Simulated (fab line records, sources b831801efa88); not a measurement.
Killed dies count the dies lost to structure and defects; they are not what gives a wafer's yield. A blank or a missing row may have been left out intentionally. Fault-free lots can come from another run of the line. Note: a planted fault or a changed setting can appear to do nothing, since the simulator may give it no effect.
One fault seen from 2 desks | flow sky130 | each desk has only its own numbers; what lay behind them comes last

## AT THE TOOL OWNER'S DESK: implanter-04
SKY_RES_XHIGH_IMPLANT_07, tool's own readings: per-lot mean of the sampled wafers with a number, covering each lot this tool ran. If a lot's mean is further than 4 standard deviations from the usual mean, the lot is out of limits and carries the mark OUT (the distance appears in the brackets).
Columns: A = dose_ions_cm2 at SKY_RES_XHIGH_IMPLANT_07, usual 3.6e+14
lot  | first seen here | A
L884 | day 28 23:51    | 3.6e+14
L895 | day 32 13:12    | 3.6e+14
This desk's finding: nothing out of limits on any of the 2 lots.

## THE METROLOGY DESK
Means of the sampled wafers that have a number, per lot and without regard to the tool the lot ran on: this is what the gauges read. If a lot's mean is further than 4 standard deviations from the usual mean, the lot is out of limits and carries the mark OUT (the distance appears in the brackets). Of its 12 readings 7 are shown: those that lie furthest out on some lot.
Columns: A = cd_nm at SKY_SD_P_CD_MEAS_07, usual 378.7 nm; B = SD_P_TW at SKY_SD_P_TW_MEAS_11, usual 2827; C = RES_XHIGH_TW at SKY_RES_XHIGH_TW_MEAS_09, usual 1646; D = cd_nm at SKY_SD_N_CD_MEAS_07, usual 379.9 nm; E = SD_N_OVL at SKY_SD_N_OVL_MEAS_08, usual -0.6 nm; F = SD_N_TW at SKY_SD_N_TW_MEAS_12, usual 3988; G = RES_XHIGH_RS at SKY_SD_N_RS_MEAS_18, usual 333.9 ohm/sq
lot  | first seen here | A     | B    | C    | D     | E    | F    | G
L884 | day 27 21:00    | 378.3 | 2846 | 1628 | 379.2 | -1.3 | 4016 | 332.5
L885 | day 28 01:24    | 381.5 | 2803 | 1657 | 381.7 | 0.6  | 4048 | 335.6
L887 | day 28 19:05    | 377.4 | 2866 | 1656 | 382.2 | -1.8 | 4047 | 333.8
L895 | day 31 09:25    | 375.7 | 2794 | 1618 | 376.2 | -1.8 | 3976 | 335.1
L897 | day 31 20:33    | 378.9 | 2802 | 1652 | 377.4 | -2.5 | 3937 | 334.4
This desk's finding: nothing out of limits on any of the 5 lots.

## ALL TOGETHER
Nothing out of limits was seen by the tool owner's desk.
The metrology desk saw nothing out of limits.

## WHAT THE SIMULATOR HAD PUT IN
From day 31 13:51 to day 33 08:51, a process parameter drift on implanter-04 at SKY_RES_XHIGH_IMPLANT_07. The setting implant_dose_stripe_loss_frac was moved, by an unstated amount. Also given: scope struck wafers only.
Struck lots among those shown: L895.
